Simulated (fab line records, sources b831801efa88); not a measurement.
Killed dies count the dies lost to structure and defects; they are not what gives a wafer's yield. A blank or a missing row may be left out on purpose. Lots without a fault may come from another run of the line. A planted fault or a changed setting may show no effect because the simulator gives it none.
What tool caused it?    flow gf180mcu    24 lots with 72 wafers sampled at 5 steps, on a route of 602 steps

## WHAT EACH GAUGE READ, for each wafer
GF_M2_OVL_MEAS_15.
lot   measured      on          M2_OVL (nm)
L074  day 19 04:40  overlay-01  8 5 10
L075  day 19 14:35  overlay-02  -6 -3 -2
L076  day 19 19:05  overlay-02  4 3 5
L077  day 20 09:23  overlay-01  5 0 -5
L078  day 20 13:35  overlay-02  -5 -3 -4
L079  day 21 01:23  overlay-02  -3 -2 1
L080  day 21 17:06  overlay-01  -3 -3 -1
L081  day 21 19:20  overlay-01  7 11 7
L082  day 22 06:38  overlay-02  -4 5 7
L083  day 22 12:45  overlay-02  2 8 12
L084  day 23 00:57  overlay-02  -3 -5 -3
L085  day 23 07:25  overlay-02  -1 11 9
L086  day 23 19:34  overlay-01  3 5 5
L087  day 24 08:56  overlay-01  -6 0 6
L088  day 24 19:16  overlay-02  0 -5 -1
L089  day 24 23:59  overlay-01  -4 -11 -7
L090  day 25 04:32  overlay-01  -2 1 3
L091  day 25 09:01  overlay-01  -2 2 -4
L092  day 25 21:52  overlay-01  5 -1 3
L093  day 26 01:33  overlay-02  1 3 0
L094  day 26 08:20  overlay-02  1 -1 5
L095  day 26 13:35  overlay-01  -9 -4 -3
L096  day 26 15:13  overlay-01  7 2 1
L097  day 27 01:34  overlay-02  -6 -5 -9

GF_M4_OVL_MEAS_15.
lot   measured      on          M4_OVL (nm)
L074  day 23 10:35  overlay-02  4 8 -1
L075  day 23 19:11  overlay-01  8 -1 17
L076  day 23 23:17  overlay-01  2 1 0
L077  day 24 11:34  overlay-02  -8 -4 -4
L078  day 24 17:08  overlay-01  -2 -6 1
L079  day 25 03:40  overlay-01  0 -4 -5
L080  day 25 17:17  overlay-01  -1 0 3
L081  day 25 20:46  overlay-01  3 0 -4
L082  day 26 05:20  overlay-02  2 -3 -4
L083  day 26 11:05  overlay-01  3 -13 -1
L084  day 26 22:38  overlay-02  7 5 -5
L085  day 27 04:22  overlay-01  -8 -18 -13
L086  day 27 15:49  overlay-02  -4 -4 -6
L087  day 28 03:20  overlay-02  -4 -6 -1
L088  day 28 12:56  overlay-01  1 6 0
L089  day 28 16:02  overlay-01  3 8 -4
L090  day 28 20:53  overlay-02  -9 2 1
L091  day 29 00:11  overlay-01  -3 -7 -2
L092  day 29 11:49  overlay-02  3 -3 1
L093  day 29 14:14  overlay-02  0 -8 9
L094  day 29 22:07  overlay-01  6 -1 7
L095  day 30 01:49  overlay-01  -1 5 -4
L096  day 30 03:04  overlay-02  1 -3 -7
L097  day 30 12:50  overlay-02  1 2 -1

GF_TOP_METAL_OVL_MEAS_15.
lot   measured      on          TOP_METAL_OVL (nm)
L074  day 28 03:28  overlay-02  -0.6 -1.1 0.4
L075  day 28 11:43  overlay-01  2.5 3.9 3.1
L076  day 28 14:11  overlay-01  2.8 2.3 2.3
L077  day 29 00:56  overlay-01  -0.9 0.1 0.1
L078  day 29 06:23  overlay-01  0.9 2.8 2.1
L079  day 29 15:43  overlay-02  2.2 1.5 0.7
L080  day 30 03:22  overlay-01  1.4 1.8 0.9
L081  day 30 06:33  overlay-01  0.4 1.2 1.1
L082  day 30 14:20  overlay-01  1.7 0.2 -0.3
L083  day 30 18:43  overlay-02  0.1 -1.7 -0.7
L084  day 31 04:59  overlay-01  -0.2 -1.0 -0.7
L085  day 31 09:26  overlay-01  -0.1 1.9 1.7
L086  day 31 19:25  overlay-01  1.4 1.0 -0.1
L087  day 32 06:04  overlay-02  -0.7 -1.7 -0.5
L088  day 32 13:23  overlay-02  1.2 0.6 -1.1
L089  day 32 16:56  overlay-01  -0.5 0.3 0.9
L090  day 32 21:40  overlay-01  1.3 1.4 -0.3
L091  day 32 23:53  overlay-01  -1.5 2.4 -0.5
L092  day 33 07:40  overlay-02  1.3 1.6 1.8
L093  day 33 11:26  overlay-01  1.2 0.4 -1.3
L094  day 33 18:10  overlay-01  0.9 0.4 1.5
L095  day 33 22:13  overlay-02  2.4 0.0 1.6
L096  day 33 22:35  overlay-02  -1.0 -0.2 1.9
L097  day 34 05:07  overlay-01  -0.3 0.9 0.0

## WHICH TOOL RAN EACH LOT (tool, then ch and the chambers of the sampled wafers, then the start)
lot   GF_V3_ETCH_17                                 GF_V4_SPUTTER_22
L074  rieDiel-04 ch 0,1,3, day 23 10:35 or earlier  pvdSputter-01, day 24 11:20
L075  rieDiel-04 ch 0,3, day 23 19:11 or earlier    pvdSputter-04, day 24 19:30
L076  rieDiel-01 ch 0,2,3, day 23 23:17 or earlier  pvdSputter-01, day 24 23:57
L077  rieDiel-02 ch 0,1, day 24 11:34 or earlier    pvdSputter-03, day 25 11:20
L078  rieDiel-04 ch 1,2, day 24 17:08 or earlier    pvdSputter-01, day 25 16:52
L079  rieDiel-01 ch 2,3, day 25 03:40 or earlier    pvdSputter-04, day 26 03:10
L080  rieDiel-01 ch 0,2,3, day 25 17:17 or earlier  pvdSputter-01, day 26 16:20
L081  rieDiel-01 ch 0,2,3, day 25 20:46 or earlier  pvdSputter-01, day 26 19:52
L082  rieDiel-04 ch 2,3, day 26 05:20 or earlier    pvdSputter-03, day 27 03:57
L083  rieDiel-02 ch 1,3, day 26 11:05 or earlier    pvdSputter-01, day 27 10:31
L084  rieDiel-01 ch 0,3, day 26 22:38 or earlier    pvdSputter-03, day 27 21:07
L085  rieDiel-04 ch 0,3, day 27 04:22 or earlier    pvdSputter-04, day 28 02:44
L086  rieDiel-02 ch 1,2,3, day 27 15:49 or earlier  pvdSputter-01, day 28 13:53
L087  rieDiel-01 ch 0,2, day 28 03:20 or earlier    pvdSputter-03, day 29 01:07
L088  rieDiel-01 ch 0,2, day 28 12:56 or earlier    pvdSputter-01, day 29 10:58
L089  rieDiel-04 ch 0,3, day 28 16:02 or earlier    pvdSputter-03, day 29 13:34
L090  rieDiel-02 ch 2,3, day 28 20:53 or earlier    pvdSputter-03, day 29 18:19
L091  rieDiel-02 ch 0,2,3, day 29 00:11 or earlier  pvdSputter-04, day 29 21:40
L092  rieDiel-02 ch 1,2,3, day 29 11:49 or earlier  pvdSputter-03, day 30 08:02
L093  rieDiel-04 ch 1,2, day 29 14:14 or earlier    pvdSputter-01, day 30 10:59
L094  rieDiel-04 ch 0,2,3, day 29 22:07 or earlier  pvdSputter-01, day 30 18:01
L095  rieDiel-04 ch 0,1,3, day 30 01:49 or earlier  pvdSputter-01, day 30 22:23
L096  rieDiel-02 ch 0,2, day 30 03:04 or earlier    pvdSputter-04, day 30 23:22
L097  rieDiel-04 ch 0,1, day 30 12:50 or earlier    pvdSputter-03, day 31 09:07
- GF_V3_ETCH_17: etches SiO2 in C4F8/O2/Ar, stops on TiN, target depth 635 nm.
- GF_V4_SPUTTER_22: material TiN, target thk 10 nm, time 40 s.

## AS READ BY THE TOOLS THEMSELVES (means over the sampled wafers that have a number; for cases with no such wafer, the mark the record gives instead)
GF_V3_ETCH_17.
lot   tool        oesProductAu (a.u.)
L074  rieDiel-04  0.853
L075  rieDiel-04  0.859
L076  rieDiel-01  0.855
L077  rieDiel-02  0.859
L078  rieDiel-04  0.853
L079  rieDiel-01  0.858
L080  rieDiel-01  0.856
L081  rieDiel-01  0.856
L082  rieDiel-04  0.858
L083  rieDiel-02  0.852
L084  rieDiel-01  0.858
L085  rieDiel-04  0.853
L086  rieDiel-02  0.856
L087  rieDiel-01  0.852
L088  rieDiel-01  0.854
L089  rieDiel-04  0.857
L090  rieDiel-02  0.851
L091  rieDiel-02  0.859
L092  rieDiel-02  0.854
L093  rieDiel-04  0.856
L094  rieDiel-04  0.852
L095  rieDiel-04  0.851
L096  rieDiel-02  0.854
L097  rieDiel-04  0.860

GF_V4_SPUTTER_22.
lot   tool           throttleValvePct (%)
L074  pvdSputter-01  31.4
L075  pvdSputter-04  29.5
L076  pvdSputter-01  30.9
L077  pvdSputter-03  30.8
L078  pvdSputter-01  30.1
L079  pvdSputter-04  29.7
L080  pvdSputter-01  31.3
L081  pvdSputter-01  30.9
L082  pvdSputter-03  30.6
L083  pvdSputter-01  31.0
L084  pvdSputter-03  30.7
L085  pvdSputter-04  29.9
L086  pvdSputter-01  31.5
L087  pvdSputter-03  30.5
L088  pvdSputter-01  30.8
L089  pvdSputter-03  30.3
L090  pvdSputter-03  30.5
L091  pvdSputter-04  29.9
L092  pvdSputter-03  31.0
L093  pvdSputter-01  31.0
L094  pvdSputter-01  31.3
L095  pvdSputter-01  30.8
L096  pvdSputter-04  30.1
L097  pvdSputter-03  30.4

## THE ANSWER, worked out from the rows above alone
Rule: usual is defined by the lots themselves. The widest of any qualifying gaps counts: lots, ordered by their means at a reading, are off when they make up no more than a third of the lots, leave a main group of 4 or more, and stand apart from it by 3 or more times the standard deviation of that group's means. If all means in a main group match to the digits the tables above print for the reading, that group is not used. A lot without any number at a reading at which 4 lots or more have one is off too. Any other lot the step has rows for is counted as sound. The gauges are gone through in route order, then the tools' own readings, and for those a lot's mean is taken as printed above. The first step at which some lot is off is used, and at that step the reading that is off furthest; a lot without a number counts as furthest.
No lot is off on any of the readings shown, so nothing can be concluded from this.

## WHAT WAS PUT IN BY THE SIMULATOR
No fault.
